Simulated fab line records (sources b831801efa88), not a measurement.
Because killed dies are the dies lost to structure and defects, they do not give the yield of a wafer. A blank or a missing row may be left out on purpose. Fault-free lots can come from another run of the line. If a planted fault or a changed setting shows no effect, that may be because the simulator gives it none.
What tool caused it?	flow sky130	72 wafers from 24 lots sampled at 5 of the route's 708 steps

== WHAT EACH GAUGE READ, for each wafer ==
SKY_VT_ADJUST_LVTN_OVL_MEAS_18. Usual: VT_ADJUST_LVTN_01_OVL typically reads 1.6 nm, with standard deviation 1.5.
lot	measured	on	VT_ADJUST_LVTN_01_OVL (nm)	flag
L074	day 7 14:02	overlay-02	1.4 3.2 1.8	
L075	day 7 20:02	overlay-01	1.3 0.2 0.5	
L076	day 8 01:11	overlay-01	-1.1 0.2 1.0	
L077	day 8 08:48	overlay-02	1.8 2.7 0.3	
L078	day 8 18:41	overlay-01	1.5 1.3 3.8	
L079	day 9 07:29	overlay-02	3.6 2.3 3.6	
L080	day 9 12:53	overlay-02	-1.7 -1.7 0.4	
L081	day 9 23:56	overlay-01	5.6 3.0 2.9	
L082	day 10 04:02	overlay-01	1.6 3.3 0.2	
L083	day 10 12:35	overlay-01	-1.3 2.0 0.7	
L084	day 10 15:18	overlay-01	1.6 0.2 2.4	
L085	day 11 00:38	overlay-01	-1.3 1.1 3.2	
L086	day 11 07:56	overlay-02	1.1 0.6 1.5	
L087	day 11 08:44	overlay-02	0.7 1.3 1.3	
L088	day 11 15:22	overlay-01	2.0 2.1 1.4	
L089	day 11 20:30	overlay-02	1.6 1.0 2.3	
L090	day 12 03:32	overlay-01	1.8 1.0 0.6	
L091	day 12 09:59	overlay-01	0.1 2.1 1.5	
L092	day 12 15:08	overlay-02	3.0 2.9 3.5	
L093	day 13 00:47	overlay-01	-0.2 -0.5 0.3	
L094	day 13 13:17	overlay-02	1.3 2.7 2.0	
L095	day 13 14:11	overlay-02	4.3 2.2 1.6	
L096	day 13 17:11	overlay-02	4.8 2.5 2.7	
L097	day 14 05:23	overlay-01	-0.6 1.5 1.3	

SKY_SONOS_TUNNEL_CD_MEAS_07: the cd target is 410 nm. Usual: cdNm 410.6 nm, standard deviation 2.6.
lot	measured	on	cdNm (nm)	flag
L074	day 11 04:28	cdSem-02	406.5 408.3 409.2	
L075	day 11 12:47	cdSem-02	409.7 412.1 411.3	
L076	day 11 15:42	cdSem-01	410.8 410.0 410.6	
L077	day 12 02:52	cdSem-02	411.5 411.2 413.0	
L078	day 12 14:26	cdSem-01	414.3 414.5 414.4	
L079	day 13 03:32	cdSem-01	408.0 411.7 407.0	
L080	day 13 08:53	cdSem-01	409.8 409.3 407.6	
L081	day 13 20:41	cdSem-02	413.0 414.4 416.7	
L082	day 14 03:42	cdSem-02	407.5 405.5 404.9	
L083	day 14 14:18	cdSem-02	412.0 413.0 413.7	
L084	day 14 16:49	cdSem-01	410.7 411.7 411.3	
L085	day 15 03:44	cdSem-02	412.1 413.8 412.9	
L086	day 15 10:14	cdSem-02	407.8 408.6 408.9	
L087	day 15 12:05	cdSem-02	412.3 414.1 412.4	
L088	day 15 20:38	cdSem-01	410.1 409.1 408.7	
L089	day 16 02:34	cdSem-01	408.4 408.6 409.4	
L090	day 16 12:12	cdSem-01	408.5 407.2 410.2	
L091	day 16 19:59	cdSem-02	409.9 411.0 410.6	
L092	day 17 01:59	cdSem-02	407.9 407.5 404.7	
L093	day 17 14:02	cdSem-01	413.6 415.0 414.5	
L094	day 18 03:50	cdSem-02	412.5 410.9 409.6	
L095	day 18 05:48	cdSem-02	411.1 408.8 412.7	
L096	day 18 08:51	cdSem-02	409.4 409.1 406.6	
L097	day 18 23:30	cdSem-02	413.0 413.5 414.7	

SKY_LI_CONTACT_BOW_MEAS_03. Usual: LI_CONTACT_BOW typically reads 57 um, with standard deviation 6.5.
lot	measured	on	LI_CONTACT_BOW (um)	flag
L074	day 27 17:08	filmMetro-01	62 60 62	
L075	day 28 06:13	filmMetro-04	59 66 41	
L076	day 28 06:47	filmMetro-02	51 71 50	
L077	day 28 20:58	filmMetro-04	43 64 55	
L078	day 29 03:46	filmMetro-02	56 55 57	
L079	day 29 21:13	filmMetro-01	55 80 62	
L080	day 29 23:22	filmMetro-02	53 55 53	
L081	day 31 12:49	filmMetro-04	51 61 57	
L082	day 31 11:38	filmMetro-04	60 52 56	
L083	day 31 14:35	filmMetro-01	58 58 57	
L084	day 31 14:04	filmMetro-02	52 66 52	
L085	day 31 20:10	filmMetro-04	53 62 58	
L086	day 32 04:28	filmMetro-04	56 63 50	
L087	day 32 09:10	filmMetro-02	56 56 58	
L088	day 32 14:38	filmMetro-01	56 54 43	
L089	day 32 19:16	filmMetro-01	71 51 69	
L090	day 32 21:20	filmMetro-04	75 50 72	
L091	day 33 16:01	filmMetro-02	48 54 55	
L092	day 33 16:58	filmMetro-04	60 60 48	
L093	day 34 02:02	filmMetro-01	60 74 57	
L094	day 34 14:40	filmMetro-04	59 51 55	
L095	day 34 16:26	filmMetro-04	59 59 62	
L096	day 34 19:02	filmMetro-02	63 50 53	
L097	day 35 06:14	filmMetro-04	57 48 51	

SKY_CAPM_RS_MEAS_03: measurement is done with a four-point probe. Usual: CAPM_TIN_RS typically reads 7.04 ohm/sq, with standard deviation 0.1.
lot	measured	on	CAPM_TIN_RS (ohm/sq)	flag
L074	day 36 05:41	filmMetro-04	7.03 6.89 6.91	
L075	day 36 10:39	filmMetro-04	6.96 6.95 7.02	
L076	day 36 12:13	filmMetro-03	7.03 7.01 7.09	
L077	day 37 07:13	filmMetro-02	7.12 7.17 7.08	
L078	day 37 09:54	filmMetro-04	6.96 7.03 7.10	
L079	day 38 06:55	filmMetro-02	6.94 7.03 6.84	
L080	day 38 08:45	filmMetro-03	7.14 7.04 7.00	
L081	day 39 15:49	filmMetro-03	7.01 6.93 7.04	
L082	day 39 13:29	filmMetro-03	7.20 7.18 7.08	
L083	day 39 16:32	filmMetro-03	7.27 7.21 7.09	
L084	day 39 16:12	filmMetro-03	6.89 6.96 6.90	
L085	day 39 22:09	filmMetro-03	6.96 7.21 7.10	
L086	day 40 04:27	filmMetro-02	7.01 6.98 7.10	
L087	day 40 07:00	filmMetro-04	7.16 7.08 6.98	
L088	day 40 13:17	filmMetro-03	6.98 6.82 6.80	
L089	day 40 19:08	filmMetro-03	7.03 6.93 7.07	
L090	day 40 19:22	filmMetro-03	7.13 6.95 6.98	
L091	day 41 11:40	filmMetro-03	7.19 7.16 7.02	
L092	day 41 13:18	filmMetro-04	7.20 7.11 7.05	
L093	day 41 22:07	filmMetro-02	7.06 7.03 7.05	
L094	day 42 07:43	filmMetro-02	7.09 7.05 6.93	
L095	day 42 09:35	filmMetro-03	6.85 7.01 6.97	
L096	day 42 11:20	filmMetro-03	7.04 7.05 7.01	
L097	day 42 23:44	filmMetro-02	7.04 7.04 7.14	

== TOOL THAT RAN EACH LOT (tool first, then ch and the chambers of the sampled wafers, then the start) ==
lot	SKY_CONTACT_STRIP_19
L074	plasmaAsher-03 ch 0, day 31 10:37
L075	plasmaAsher-02 ch 0,1, day 31 17:46
L076	plasmaAsher-02 ch 0,1, day 31 18:22
L077	plasmaAsher-03 ch 0,1, day 32 14:51
L078	plasmaAsher-02 ch 1, day 32 16:37
L079	plasmaAsher-04 ch 0,1, day 33 14:52
L080	plasmaAsher-02 ch 1, day 33 16:49
L081	plasmaAsher-02 ch 0,1, day 35 00:22
L082	plasmaAsher-03 ch 0, day 34 22:07
L083	plasmaAsher-03 ch 0,1, day 35 01:52
L084	plasmaAsher-03 ch 0,1, day 35 00:55
L085	plasmaAsher-03 ch 0,1, day 35 07:10
L086	plasmaAsher-03 ch 0,1, day 35 14:37
L087	plasmaAsher-02 ch 0,1, day 35 18:16
L088	plasmaAsher-03 ch 0,1, day 36 00:07
L089	plasmaAsher-04 ch 0,1, day 36 06:19
L090	plasmaAsher-02 ch 0,1, day 36 06:58
L091	plasmaAsher-03 ch 0,1, day 37 00:13
L092	plasmaAsher-04 ch 0,1, day 37 01:28
L093	plasmaAsher-04 ch 0,1, day 37 10:55
L094	plasmaAsher-03 ch 0,1, day 37 22:25
L095	plasmaAsher-04 ch 0,1, day 38 00:07
L096	plasmaAsher-02 ch 1, day 38 03:28
L097	plasmaAsher-03 ch 0,1, day 38 15:31
- SKY_CONTACT_STRIP_19: strips in O2/N2.

== AS READ BY THE TOOLS THEMSELVES (means over the sampled wafers that have a number; for cases with no such wafer, the mark the record gives instead) ==
SKY_CONTACT_STRIP_19. Usual: drypumpMotorCurrentA 5.6 A, standard deviation 0.52; oesProductAu 0.380 a.u., standard deviation 0.0048; stripTimeToEndpointS 3.62 s, standard deviation 0.047.
lot	tool	drypumpMotorCurrentA (A)	oesProductAu (a.u.)	stripTimeToEndpointS (s)	flag
L074	plasmaAsher-03	5.8	0.388	3.61	
L075	plasmaAsher-02	5.6	0.380	3.63	
L076	plasmaAsher-02	5.6	0.382	3.63	
L077	plasmaAsher-03	5.7	0.380	3.59	
L078	plasmaAsher-02	5.9	0.378	3.65	
L079	plasmaAsher-04	6.0	0.381	3.67	
L080	plasmaAsher-02	5.9	0.384	3.65	
L081	plasmaAsher-02	5.4	0.376	3.63	
L082	plasmaAsher-03	5.8	0.379	3.57	
L083	plasmaAsher-03	5.6	0.381	3.62	
L084	plasmaAsher-03	5.6	0.379	3.55	
L085	plasmaAsher-03	5.7	0.378	3.54	
L086	plasmaAsher-03	5.6	0.377	3.63	
L087	plasmaAsher-02	5.6	0.375	3.51	
L088	plasmaAsher-03	5.6	0.385	3.60	
L089	plasmaAsher-04	6.0	0.382	3.66	
L090	plasmaAsher-02	5.6	0.372	3.56	
L091	plasmaAsher-03	5.7	0.382	3.65	
L092	plasmaAsher-04	6.0	0.386	3.64	
L093	plasmaAsher-04	5.4	0.379	3.63	
L094	plasmaAsher-03	5.6	0.379	3.66	
L095	plasmaAsher-04	6.0	0.374	3.55	
L096	plasmaAsher-02	5.9	0.382	3.64	
L097	plasmaAsher-03	5.6	0.387	3.68	

== THE ANSWER, worked out from the rows above alone ==
Rule: take the mean of a lot's wafers that have a number; if it is more than 3 standard deviations from the usual mean, the lot is off. A lot without any number at a reading at which 4 lots or more have one is off too. All remaining lots with rows at the step are treated as sound. Order of review: gauges by route order, followed by the tools' own readings, for which a lot's mean as printed above is used. The first step at which some lot is off is used, and at that step the reading that is off furthest; a lot without a number counts as furthest.
Across all readings shown, no lot is off: no conclusion can be drawn from this.

== WHAT THE SIMULATOR PUT IN ==
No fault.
